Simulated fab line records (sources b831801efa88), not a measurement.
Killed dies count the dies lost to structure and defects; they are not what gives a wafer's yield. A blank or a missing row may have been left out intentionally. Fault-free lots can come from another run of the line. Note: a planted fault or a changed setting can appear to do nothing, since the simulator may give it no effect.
Which tool is to blame? / flow gf180mcu / Sampling: 13 lots, 39 wafers, 4 of 602 route steps

== WHAT EACH GAUGE READ, for each wafer ==
GF_VT_IMPLANT_TW_MEAS_32.
lot=L472; measured=day 6 20:38; on=film_metro-04; VT_IMPLANT_3_TW=266.9 268.0 266.9
lot=L473; measured=day 7 03:38; on=film_metro-01; VT_IMPLANT_3_TW=264.9 265.7 266.2
lot=L475; measured=day 7 17:59; on=film_metro-04; VT_IMPLANT_3_TW=266.5 266.5 266.7
lot=L476; measured=day 7 23:20; on=film_metro-01; VT_IMPLANT_3_TW=327.1 324.2 326.2
lot=L478; measured=day 8 17:32; on=film_metro-04; VT_IMPLANT_3_TW=266.9 267.9 267.5
lot=L479; measured=day 8 19:47; on=film_metro-01; VT_IMPLANT_3_TW=266.2 267.0 266.8
lot=L480; measured=day 9 03:45; on=film_metro-03; VT_IMPLANT_3_TW=331.0 333.5 331.2
lot=L484; measured=day 10 03:30; on=film_metro-04; VT_IMPLANT_3_TW=268.4 267.5 266.6
lot=L487; measured=day 10 23:47; on=film_metro-03; VT_IMPLANT_3_TW=268.8 267.8 268.9
lot=L489; measured=day 11 11:05; on=film_metro-03; VT_IMPLANT_3_TW=268.5 270.8 270.1
lot=L490; measured=day 11 17:29; on=film_metro-01; VT_IMPLANT_3_TW=269.2 266.8 267.8
lot=L491; measured=day 12 00:59; on=film_metro-03; VT_IMPLANT_3_TW=268.9 270.3 269.7
lot=L495; measured=day 13 04:53; on=film_metro-04; VT_IMPLANT_3_TW=265.9 266.2 266.3

GF_VT_IMPLANT_OVL_MEAS_40.
lot=L472; measured=day 7 11:29; on=overlay-02; VT_IMPLANT_03_OVL (nm)=-0.1 -0.8 0.8
lot=L473; measured=day 7 19:05; on=overlay-02; VT_IMPLANT_03_OVL (nm)=-0.8 -1.6 -2.4
lot=L475; measured=day 8 10:45; on=overlay-01; VT_IMPLANT_03_OVL (nm)=1.0 1.0 0.2
lot=L476; measured=day 8 14:47; on=overlay-02; VT_IMPLANT_03_OVL (nm)=0.3 3.1 0.5
lot=L478; measured=day 9 09:47; on=overlay-02; VT_IMPLANT_03_OVL (nm)=-1.8 -1.9 -2.2
lot=L479; measured=day 9 12:17; on=overlay-01; VT_IMPLANT_03_OVL (nm)=1.1 2.6 1.0
lot=L480; measured=day 9 19:57; on=overlay-01; VT_IMPLANT_03_OVL (nm)=-0.9 -1.7 -1.7
lot=L484; measured=day 10 21:48; on=overlay-01; VT_IMPLANT_03_OVL (nm)=-1.1 -1.5 -1.5
lot=L487; measured=day 11 17:26; on=overlay-02; VT_IMPLANT_03_OVL (nm)=0.3 0.0 0.1
lot=L489; measured=day 12 05:30; on=overlay-02; VT_IMPLANT_03_OVL (nm)=-1.1 0.2 0.8
lot=L490; measured=day 12 13:21; on=overlay-01; VT_IMPLANT_03_OVL (nm)=-0.7 1.1 0.9
lot=L491; measured=day 12 20:00; on=overlay-01; VT_IMPLANT_03_OVL (nm)=-2.1 -0.7 -1.8
lot=L495; measured=day 14 00:38; on=overlay-02; VT_IMPLANT_03_OVL (nm)=1.7 -0.3 0.5

== TOOL THAT RAN EACH LOT (tool first, then ch and the chambers of the sampled wafers, then the start) ==
lot=L472; GF_MVPSD_STRIP_10=plasma_asher-03 ch 0,1, day 5 00:08; GF_VT_IMPLANT_IMPLANT_30=implanter-03 ch 0, day 6 20:23
lot=L473; GF_MVPSD_STRIP_10=plasma_asher-04 ch 0,1, day 5 06:20; GF_VT_IMPLANT_IMPLANT_30=implanter-03 ch 0, day 7 03:23
lot=L475; GF_MVPSD_STRIP_10=plasma_asher-01 ch 0,1, day 5 19:23; GF_VT_IMPLANT_IMPLANT_30=implanter-03 ch 0, day 7 17:45
lot=L476; GF_MVPSD_STRIP_10=plasma_asher-01 ch 0,1, day 5 23:44; GF_VT_IMPLANT_IMPLANT_30=implanter-01 ch 0, day 7 22:47
lot=L478; GF_MVPSD_STRIP_10=plasma_asher-03 ch 0,1, day 6 17:14; GF_VT_IMPLANT_IMPLANT_30=implanter-01 ch 0, day 8 17:17
lot=L479; GF_MVPSD_STRIP_10=plasma_asher-01 ch 0,1, day 6 19:53; GF_VT_IMPLANT_IMPLANT_30=implanter-01 ch 0, day 8 19:32
lot=L480; GF_MVPSD_STRIP_10=plasma_asher-04 ch 0,1, day 7 03:20; GF_VT_IMPLANT_IMPLANT_30=implanter-01 ch 0, day 9 03:12
lot=L484; GF_MVPSD_STRIP_10=plasma_asher-01 ch 0,1, day 8 01:14; GF_VT_IMPLANT_IMPLANT_30=implanter-01 ch 0, day 10 03:17
lot=L487; GF_MVPSD_STRIP_10=plasma_asher-03 ch 0,1, day 8 18:56; GF_VT_IMPLANT_IMPLANT_30=implanter-02 ch 0, day 10 23:32
lot=L489; GF_MVPSD_STRIP_10=plasma_asher-03 ch 0,1, day 9 05:11; GF_VT_IMPLANT_IMPLANT_30=implanter-02 ch 0, day 11 10:51
lot=L490; GF_MVPSD_STRIP_10=plasma_asher-03 ch 0,1, day 9 12:11; GF_VT_IMPLANT_IMPLANT_30=implanter-02 ch 0, day 11 17:15
lot=L491; GF_MVPSD_STRIP_10=plasma_asher-03 ch 0,1, day 9 18:26; GF_VT_IMPLANT_IMPLANT_30=implanter-01 ch 0, day 12 00:45
lot=L495; GF_MVPSD_STRIP_10=plasma_asher-04 ch 0,1, day 10 19:56; GF_VT_IMPLANT_IMPLANT_30=implanter-03 ch 0, day 13 04:38
- GF_MVPSD_STRIP_10: strips in O2/N2.
- GF_VT_IMPLANT_IMPLANT_30

== WHAT THE TOOLS THEMSELVES READ (means of the sampled wafers that have a number; where no wafer has one, the mark that the record gives instead) ==
GF_MVPSD_STRIP_10.
lot=L472; tool=plasma_asher-03; chamber_pressure_mTorr (mTorr)=1501.5; drypump_motor_current_A (A)=6.14; heater_power_w (W)=305; oes_product_au (a.u.)=0.725; strip_time_to_endpoint_s (s)=37.06
lot=L473; tool=plasma_asher-04; chamber_pressure_mTorr (mTorr)=1500.4; drypump_motor_current_A (A)=6.30; heater_power_w (W)=372; oes_product_au (a.u.)=0.728; strip_time_to_endpoint_s (s)=36.86
lot=L475; tool=plasma_asher-01; chamber_pressure_mTorr (mTorr)=1499.0; drypump_motor_current_A (A)=6.53; heater_power_w (W)=364; oes_product_au (a.u.)=0.722; strip_time_to_endpoint_s (s)=36.97
lot=L476; tool=plasma_asher-01; chamber_pressure_mTorr (mTorr)=1500.3; drypump_motor_current_A (A)=6.56; heater_power_w (W)=362; oes_product_au (a.u.)=0.724; strip_time_to_endpoint_s (s)=36.83
lot=L478; tool=plasma_asher-03; chamber_pressure_mTorr (mTorr)=1501.4; drypump_motor_current_A (A)=6.04; heater_power_w (W)=341; oes_product_au (a.u.)=0.727; strip_time_to_endpoint_s (s)=37.13
lot=L479; tool=plasma_asher-01; chamber_pressure_mTorr (mTorr)=1499.2; drypump_motor_current_A (A)=6.56; heater_power_w (W)=364; oes_product_au (a.u.)=0.718; strip_time_to_endpoint_s (s)=36.97
lot=L480; tool=plasma_asher-04; chamber_pressure_mTorr (mTorr)=1500.7; drypump_motor_current_A (A)=6.31; heater_power_w (W)=368; oes_product_au (a.u.)=0.721; strip_time_to_endpoint_s (s)=37.07
lot=L484; tool=plasma_asher-01; chamber_pressure_mTorr (mTorr)=1500.3; drypump_motor_current_A (A)=6.54; heater_power_w (W)=371; oes_product_au (a.u.)=0.719; strip_time_to_endpoint_s (s)=37.16
lot=L487; tool=plasma_asher-03; chamber_pressure_mTorr (mTorr)=1500.0; drypump_motor_current_A (A)=6.04; heater_power_w (W)=346; oes_product_au (a.u.)=0.722; strip_time_to_endpoint_s (s)=37.03
lot=L489; tool=plasma_asher-03; chamber_pressure_mTorr (mTorr)=1500.4; drypump_motor_current_A (A)=6.13; heater_power_w (W)=320; oes_product_au (a.u.)=0.718; strip_time_to_endpoint_s (s)=37.12
lot=L490; tool=plasma_asher-03; chamber_pressure_mTorr (mTorr)=1500.8; drypump_motor_current_A (A)=6.05; heater_power_w (W)=344; oes_product_au (a.u.)=0.723; strip_time_to_endpoint_s (s)=37.07
lot=L491; tool=plasma_asher-03; chamber_pressure_mTorr (mTorr)=1500.5; drypump_motor_current_A (A)=6.14; heater_power_w (W)=320; oes_product_au (a.u.)=0.719; strip_time_to_endpoint_s (s)=36.90
lot=L495; tool=plasma_asher-04; chamber_pressure_mTorr (mTorr)=1499.9; drypump_motor_current_A (A)=6.27; heater_power_w (W)=377; oes_product_au (a.u.)=0.725; strip_time_to_endpoint_s (s)=36.88

GF_VT_IMPLANT_IMPLANT_30.
lot=L472 tool=implanter-03 faraday_current_uA=14.34
lot=L473 tool=implanter-03 faraday_current_uA=14.02
lot=L475 tool=implanter-03 faraday_current_uA=14.30
lot=L476 tool=implanter-01 faraday_current_uA=14.29
lot=L478 tool=implanter-01 faraday_current_uA=14.13
lot=L479 tool=implanter-01 faraday_current_uA=14.14
lot=L480 tool=implanter-01 faraday_current_uA=14.37
lot=L484 tool=implanter-01 faraday_current_uA=14.07
lot=L487 tool=implanter-02 faraday_current_uA=14.30
lot=L489 tool=implanter-02 faraday_current_uA=14.15
lot=L490 tool=implanter-02 faraday_current_uA=14.47
lot=L491 tool=implanter-01 faraday_current_uA=14.60
lot=L495 tool=implanter-03 faraday_current_uA=14.27

== THE ANSWER, worked out from the rows above alone ==
Rule: usual is defined by the lots themselves. Put in order of their means at a reading, lots are off if they are a third of the lots or fewer, leave a main group of 4 or more, and stand apart from it by a gap of 3 or more times the standard deviation of the main group's means; of several such gaps the widest counts. The tables above print the reading to a certain number of digits; a main group whose means all agree to those digits is not used. A lot without any number at a reading at which 4 lots or more have one is off too. The other lots that the step has rows for count as sound. After the gauges, taken in route order, come the tools' own readings; for these a lot's mean is taken, as printed above. At the first step where some lot is off, the reading lying furthest off is the one used; lots without a number count as furthest.
Off: at GF_VT_IMPLANT_TW_MEAS_32 (VT_IMPLANT_3_TW), L476, L480. Main group: mean 267.5, sd 1.3.
If a tool, at a process step before that reading, ran all the lots that are off and no sound lot after the first of them, it fits. Those tools and the gauges at GF_VT_IMPLANT_TW_MEAS_32 are tried in the same way. Of those tried, none fits.

== WHAT WAS PUT IN BY THE SIMULATOR ==
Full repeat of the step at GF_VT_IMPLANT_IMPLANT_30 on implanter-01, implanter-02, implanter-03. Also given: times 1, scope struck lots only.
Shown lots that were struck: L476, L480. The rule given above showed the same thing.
